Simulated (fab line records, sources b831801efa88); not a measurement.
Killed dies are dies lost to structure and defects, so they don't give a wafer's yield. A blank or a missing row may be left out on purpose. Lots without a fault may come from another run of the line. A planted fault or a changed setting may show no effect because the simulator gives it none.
A struck lot beside a sound one | flow gf180mcu | 43 steps out of a route of 602
Sound: wafers L440.2, L440.4, L440.5. Struck: wafers L447.2, L447.4, L447.6. The cause comes at the end.
At each step with rows: each side's tool, then ch and its chambers, then its first start. Under that, the readings that differ: sound wafers | struck wafers | difference of the means | sigmas: that difference in standard deviations of wafers without a fault.
alike: readings whose means differ by less than 2 such deviations, and words and numbers that are the same on both sides. not compared: withheld readings, readings that some wafer has no value for, bounds like >300 that may hide the same value, and numbers for which the record gives no deviation and whose values overlap.
The two part at a step that has a row with sigmas, a row that says differs or no value, or rows on one side only. Numbers that don't overlap but have no deviation are shown without sigmas and don't part them. A reading that every wafer of one side lacks parts them only if that side has two wafers or more.

first, 7 steps without rows for these wafers: GF_SAB_ETCH_11 (etches SiO2 in C4F8/O2/Ar, target depth 55 nm, time 8.5 s); GF_SAB_WET_ETCH_12 (etches SiO2 in dHF, target depth 22 nm, time 440 s); GF_SAB_STRIP_13 (strips in O2/N2); GF_SALICIDE_CLEAN_00 (cleans in SC1/SC2, time 150 s); GF_SALICIDE_WET_ETCH_01 (etches SiO2 in dHF, target depth 5 nm, time 100 s); GF_SALICIDE_SPUTTER_02 (material Co, target thk 10 nm, time 20 s); GF_SALICIDE_SPUTTER_03 (material TiN, target thk 20 nm, time 16.3 s).
GF_SALICIDE_RS_MEAS_04: measures by four-point-probe.
  sound on film_metro-03, day 17 18:13; struck on film_metro-01, day 20 04:52
  alike: SALICIDE_TIN_RS
GF_SALICIDE_THK_MEAS_05: measures by xrf.
  sound on film_metro-03, day 17 18:20; struck on film_metro-01, day 20 04:59
  reading               | sound             | struck            | difference | sigmas
  SALICIDE_TIN_THK (nm) | 19.27 19.12 19.26 | 19.82 19.81 19.80 | +0.59      | +2
then, 3 steps without rows for these wafers: GF_SALICIDE_RTA_06 (time 30 s); GF_SALICIDE_WET_ETCH_07 (etches the open film in SPM, target depth 120 nm); GF_SALICIDE_RTA_08 (time 30 s).
GF_CONTACT_CVD_00: deposits SiO2, target thk 300 nm, time 50 s.
  sound on hdpcvd-01 ch 0,2, day 17 18:46; struck on hdpcvd-02 ch 0,1,2, day 20 05:19
GF_CONTACT_THK_MEAS_01:
  sound on film_metro-03, day 17 18:50; struck on film_metro-02, day 20 05:23
  alike: CONTACT_CVD_00_THK
GF_CONTACT_CVD_02: deposits SiO2 from TEOS, target thk 860 nm, time 95.992 s.
  sound on pecvd-04 ch 0,1, day 17 18:53; struck on pecvd-04 ch 0,1, day 20 05:26
  alike: heater_power_w
GF_CONTACT_THK_MEAS_03:
  sound on film_metro-02, day 17 18:58; struck on film_metro-03, day 20 05:31
  alike: CONTACT_CVD_02_THK
GF_CONTACT_CMP_04: polishes SiO2.
  sound on cmp-02 ch 0,2,3, day 17 19:07; struck on cmp-01 ch 0,1,3, day 20 05:37
  alike: motor_current_A, time_to_endpoint_s
GF_CONTACT_BOW_MEAS_05:
  sound on film_metro-03, day 17 19:20; struck on film_metro-04, day 20 05:53
  alike: CONTACT_BOW
then, 8 steps without rows for these wafers: GF_CONTACT_DEHYDRATE_06 (time 60 s); GF_CONTACT_HMDS_07 (prime time 60 s); GF_CONTACT_COAT_08; GF_CONTACT_COAT_09 (resist thk 1000 nm); GF_CONTACT_SOFTBAKE_10 (time 60 s); GF_CONTACT_EXPOSE_11 (exposes mask Contact, target cd 220 nm); GF_CONTACT_PEB_12 (peb time 90 s); GF_CONTACT_DEVELOP_13 (develop time 60 s).
GF_CONTACT_CD_MEAS_14: target cd 220 nm.
  sound on cd_sem-02, day 18 18:13; struck on cd_sem-02, day 21 05:01
  alike: cd_nm
GF_CONTACT_OVL_MEAS_15:
  sound on overlay-01, day 18 18:20; struck on overlay-02, day 21 05:08
  alike: CONTACT_OVL
GF_CONTACT_ETCH_16: etches BARC in N2/H2.
  sound on rie_diel-01 ch 0,2, day 18 18:22; struck on rie_diel-02 ch 2,3, day 21 05:10
  alike: drypump_motor_current_A, oes_product_au, throttle_valve_pct
then, 1 step without rows for these wafers: GF_CONTACT_ETCH_17 (etches SiO2 in C4F8/O2/Ar, stops on CoSi2, target depth 860 nm).
GF_CONTACT_STRIP_18: strips in O2/N2.
  sound on plasma_asher-01 ch 0,1, day 18 18:31; struck on plasma_asher-01 ch 0,1, day 21 05:19
  alike: drypump_motor_current_A, heater_power_w, oes_product_au, platen_temp_c
  not compared: rf_hours_counter_h
then, 5 steps without rows for these wafers: GF_CONTACT_CLEAN_19 (cleans in SPM); GF_CONTACT_CLEAN_20 (cleans in DIW); GF_CONTACT_CLEAN_21 (cleans in dHF, time 20 s); GF_CONTACT_SPUTTER_22 (material Ti, target thk 15 nm, time 80.02 s); GF_CONTACT_SPUTTER_23 (material TiN, target thk 10 nm, time 40 s).
GF_CONTACT_CVD_24: deposits W, target thk 300 nm, time 90.339 s.
  sound on cvd_w-01 ch 0,1, day 18 18:56; struck on cvd_w-01 ch 0, day 21 05:43
  alike: heater_power_w
GF_CONTACT_RS_MEAS_25: measures by four-point-probe.
  sound on film_metro-03, day 18 19:03; struck on film_metro-03, day 21 05:50
  alike: CONTACT_W_RS
GF_CONTACT_THK_MEAS_26: measures by xrf.
  sound on film_metro-03, day 18 19:10; struck on film_metro-03, day 21 05:57
  alike: CONTACT_W_THK
then, 3 steps without rows for these wafers: GF_CONTACT_CMP_27 (polishes, stops on SiO2, t overpolish 15 s, target thk 0 nm); GF_M1_SPUTTER_00 (material Ti, target thk 37.5 nm, time 150 s); GF_M1_SPUTTER_01 (material TiN, target thk 30 nm, time 25 s).
-- the record jumps here: 12 days lie between the struck wafers' starts before and after (it left off in module M1 and takes up again in module PASSIVATION, whose first step shown is number 602 of the route) --
GF_PASSIVATION_PROBE_99:
  the record has rows for the struck wafers here (prober-02, day 33 00:20) and none for the sound ones

WHERE THEY PART
First at GF_SALICIDE_THK_MEAS_05; last, within this record, at GF_PASSIVATION_PROBE_99.

WHY: what the simulator had put in
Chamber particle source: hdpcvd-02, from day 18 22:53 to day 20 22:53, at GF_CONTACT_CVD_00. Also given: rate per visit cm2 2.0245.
